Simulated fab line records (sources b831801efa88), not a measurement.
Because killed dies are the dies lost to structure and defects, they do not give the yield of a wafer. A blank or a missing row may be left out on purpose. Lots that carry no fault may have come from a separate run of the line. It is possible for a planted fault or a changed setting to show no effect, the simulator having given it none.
Which of the tools did it? | flow gf180mcu | Sampling: 13 lots, 39 wafers, 5 of 602 route steps

WHAT THE GAUGES READ, wafer by wafer
GF_POLY_GATE_THK_MEAS_17.
lot  | measured     | on            | POLY_GATE_OXIDATION_THK (nm)
L763 | day 9 06:46  | film_metro-04 | 3.99 4.00 3.92
L764 | day 9 20:20  | film_metro-04 | 3.95 4.00 3.92
L766 | day 10 11:21 | film_metro-02 | 4.07 4.06 3.98
L765 | day 10 11:21 | film_metro-04 | 3.97 3.95 4.03
L767 | day 10 19:56 | film_metro-02 | 3.97 4.01 3.99
L770 | day 11 17:43 | film_metro-04 | 4.01 3.95 4.02
L771 | day 11 21:00 | film_metro-02 | 3.98 4.05 3.98
L772 | day 11 23:30 | film_metro-01 | 4.11 4.17 4.01
L776 | day 13 03:22 | film_metro-04 | 4.03 4.00 4.06
L782 | day 14 17:32 | film_metro-04 | 3.99 3.93 3.97
L783 | day 14 23:20 | film_metro-04 | 4.03 4.06 4.07
L784 | day 15 11:13 | film_metro-04 | 3.96 4.00 4.07
L785 | day 15 16:15 | film_metro-01 | 3.96 3.94 3.89

GF_HV_LDD_OVL_MEAS_08.
lot  | measured     | on         | HV_LDD_OVL (nm)
L763 | day 9 23:37  | overlay-01 | -0.8 -0.5 -0.9
L764 | day 10 13:28 | overlay-01 | -0.3 -1.3 -0.1
L766 | day 11 05:14 | overlay-02 | 0.1 0.4 0.1
L765 | day 11 04:33 | overlay-02 | 1.5 1.2 1.0
L767 | day 11 14:56 | overlay-02 | 160.8 160.8 162.5 162.0 162.0 163.8
L770 | day 12 12:33 | overlay-01 | 160.9 160.3 161.1 162.0 161.7 161.8
L771 | day 12 16:01 | overlay-01 | 160.9 160.5 161.5 162.0 161.7 162.4
L772 | day 12 17:59 | overlay-02 | 160.3 160.3 161.2 161.9 161.3 162.4
L776 | day 13 23:54 | overlay-01 | -0.1 0.1 1.0
L782 | day 15 15:20 | overlay-01 | -1.1 -1.6 -0.3
L783 | day 15 21:13 | overlay-01 | 1.0 2.2 0.1
L784 | day 16 09:41 | overlay-01 | 0.0 0.8 1.4
L785 | day 16 14:13 | overlay-01 | -0.6 -0.1 0.7

WHAT TOOL EACH LOT RAN ON (gives the tool, then ch and the chambers of the sampled wafers, and finally the start)
lot  | GF_POLY_GATE_ETCH_12               | GF_POLY_GATE_STRIP_14                | GF_HV_LDD_EXPOSE_04
L763 | rie_diel-02 ch 0,3, day 9 02:27    | plasma_asher-02 ch 0,1, day 9 02:33  | iline_stepper-01 ch 0, day 9 16:08
L764 | rie_diel-01 ch 0,3, day 9 13:15    | plasma_asher-02 ch 0,1, day 9 13:21  | iline_stepper-01 ch 0, day 10 04:29
L766 | rie_diel-02 ch 0,1,3, day 10 04:13 | plasma_asher-01 ch 0,1, day 10 04:20 | iline_stepper-02 ch 0, day 10 20:04
L765 | rie_diel-04 ch 0,3, day 10 04:58   | plasma_asher-02 ch 0,1, day 10 05:05 | iline_stepper-01 ch 0, day 10 19:40
L767 | rie_diel-02 ch 1,2,3, day 10 17:52 | plasma_asher-03 ch 0,1, day 10 17:58 | iline_stepper-01 ch 0, day 11 05:31
L770 | rie_diel-02 ch 1,3, day 11 14:53   | plasma_asher-02 ch 0,1, day 11 15:00 | iline_stepper-01 ch 0, day 12 03:55
L771 | rie_diel-02 ch 0,1, day 11 19:28   | plasma_asher-03 ch 0,1, day 11 19:37 | iline_stepper-01 ch 0, day 12 07:07
L772 | rie_diel-04 ch 0,3, day 11 21:59   | plasma_asher-02 ch 0,1, day 11 22:06 | iline_stepper-01 ch 0, day 12 09:35
L776 | rie_diel-04 ch 1,3, day 13 01:50   | plasma_asher-01 ch 0,1, day 13 01:59 | iline_stepper-02 ch 0, day 13 13:03
L782 | rie_diel-04 ch 1,2,3, day 14 16:01 | plasma_asher-01 ch 0, day 14 16:08   | iline_stepper-02 ch 0, day 15 04:27
L783 | rie_diel-02 ch 0,2,3, day 14 21:49 | plasma_asher-02 ch 0,1, day 14 21:55 | iline_stepper-02 ch 0, day 15 09:59
L784 | rie_diel-04 ch 1,2,3, day 15 07:37 | plasma_asher-03 ch 0, day 15 07:44   | iline_stepper-02 ch 0, day 15 23:05
L785 | rie_diel-02 ch 0,2,3, day 15 14:43 | plasma_asher-03 ch 0,1, day 15 14:52 | iline_stepper-02 ch 0, day 16 03:37
- GF_POLY_GATE_ETCH_12: etches BARC in N2/H2.
- GF_POLY_GATE_STRIP_14: strips in O2/N2.
- GF_HV_LDD_EXPOSE_04: exposes mask Nplus LV AREA, target cd 400 nm.

WHAT THE TOOLS THEMSELVES READ (means of the sampled wafers that have a number; where no wafer has one, the mark that the record gives instead)
GF_POLY_GATE_ETCH_12.
lot  | tool        | drypump_motor_current_A (A) | oes_product_au (a.u.) | throttle_valve_pct (%)
L763 | rie_diel-02 | 5.1                         | 0.734                 | 13.207
L764 | rie_diel-01 | 6.0                         | 0.739                 | 13.206
L766 | rie_diel-02 | 5.0                         | 0.738                 | 13.215
L765 | rie_diel-04 | 6.2                         | 0.733                 | 13.227
L767 | rie_diel-02 | 5.3                         | 0.733                 | 13.210
L770 | rie_diel-02 | 5.1                         | 0.736                 | 13.215
L771 | rie_diel-02 | 4.9                         | 0.736                 | 13.224
L772 | rie_diel-04 | 6.2                         | 0.737                 | 13.226
L776 | rie_diel-04 | 6.1                         | 0.734                 | 13.209
L782 | rie_diel-04 | 6.0                         | 0.735                 | 13.216
L783 | rie_diel-02 | 5.3                         | 0.734                 | 13.212
L784 | rie_diel-04 | 5.9                         | 0.738                 | 13.211
L785 | rie_diel-02 | 5.3                         | 0.731                 | 13.214

GF_POLY_GATE_STRIP_14.
lot  | tool            | drypump_motor_current_A (A) | heater_power_w (W) | oes_product_au (a.u.)
L763 | plasma_asher-02 | 6.2                         | 291                | 0.508
L764 | plasma_asher-02 | 6.3                         | 295                | 0.502
L766 | plasma_asher-01 | 5.3                         | 299                | 0.503
L765 | plasma_asher-02 | 6.2                         | 301                | 0.505
L767 | plasma_asher-03 | 6.3                         | 340                | 0.509
L770 | plasma_asher-02 | 6.3                         | 297                | 0.503
L771 | plasma_asher-03 | 6.4                         | 319                | 0.501
L772 | plasma_asher-02 | 6.2                         | 296                | 0.509
L776 | plasma_asher-01 | 5.3                         | 333                | 0.501
L782 | plasma_asher-01 | 5.3                         | 347                | 0.507
L783 | plasma_asher-02 | 6.2                         | 300                | 0.501
L784 | plasma_asher-03 | 6.1                         | 352                | 0.502
L785 | plasma_asher-03 | 6.3                         | 341                | 0.501

GF_HV_LDD_EXPOSE_04.
lot  | tool             | reticle_temp_C (C)
L763 | iline_stepper-01 | 22.98
L764 | iline_stepper-01 | 22.99
L766 | iline_stepper-02 | 22.82
L765 | iline_stepper-01 | 23.07
L767 | iline_stepper-01 | 22.94
L770 | iline_stepper-01 | 23.03
L771 | iline_stepper-01 | 23.07
L772 | iline_stepper-01 | 23.14
L776 | iline_stepper-02 | 22.83
L782 | iline_stepper-02 | 22.98
L783 | iline_stepper-02 | 22.82
L784 | iline_stepper-02 | 23.09
L785 | iline_stepper-02 | 22.87

THE ANSWER, worked out from the rows above alone
Rule: the lots themselves supply what counts as usual. The widest of any qualifying gaps counts: lots, ordered by their means at a reading, are off when they make up no more than a third of the lots, leave a main group of 4 or more, and stand apart from it by 3 or more times the standard deviation of that group's means. The tables above print the reading to a certain number of digits; a main group whose means all agree to those digits is not used. Also off: a lot with no number at a reading for which 4 or more lots have one. Where the step has rows for the other lots, those lots are counted as sound. Order of review: gauges by route order, followed by the tools' own readings, for which a lot's mean as printed above is used. The first step at which some lot is off is used, and at that step the reading that is off furthest; a lot without a number counts as furthest.
Off: at GF_HV_LDD_OVL_MEAS_08 (HV_LDD_OVL), L767, L770, L771, L772. Main group: mean 0.1 nm, sd 0.75.
A tool fits if, at a process step before that reading, it ran every lot that is off, and no sound lot after the first of them. The gauges at GF_HV_LDD_OVL_MEAS_08 are tried like those tools. One fits: iline_stepper-01 at GF_HV_LDD_EXPOSE_04. Its last sound lot is L765 (day 10 19:40), its first lot that is off L767 (day 11 05:31): a fault that began between those two fits.

WHAT THE SIMULATOR HAD INSERTED
Scanner matching overlay: iline_stepper-01, from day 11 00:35 on, at GF_HV_LDD_EXPOSE_04. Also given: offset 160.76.
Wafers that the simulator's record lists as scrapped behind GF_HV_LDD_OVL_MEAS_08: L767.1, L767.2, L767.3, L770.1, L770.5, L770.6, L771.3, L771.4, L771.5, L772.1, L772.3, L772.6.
Shown lots that were struck: L767, L770, L771, L772. The rule above found the same.
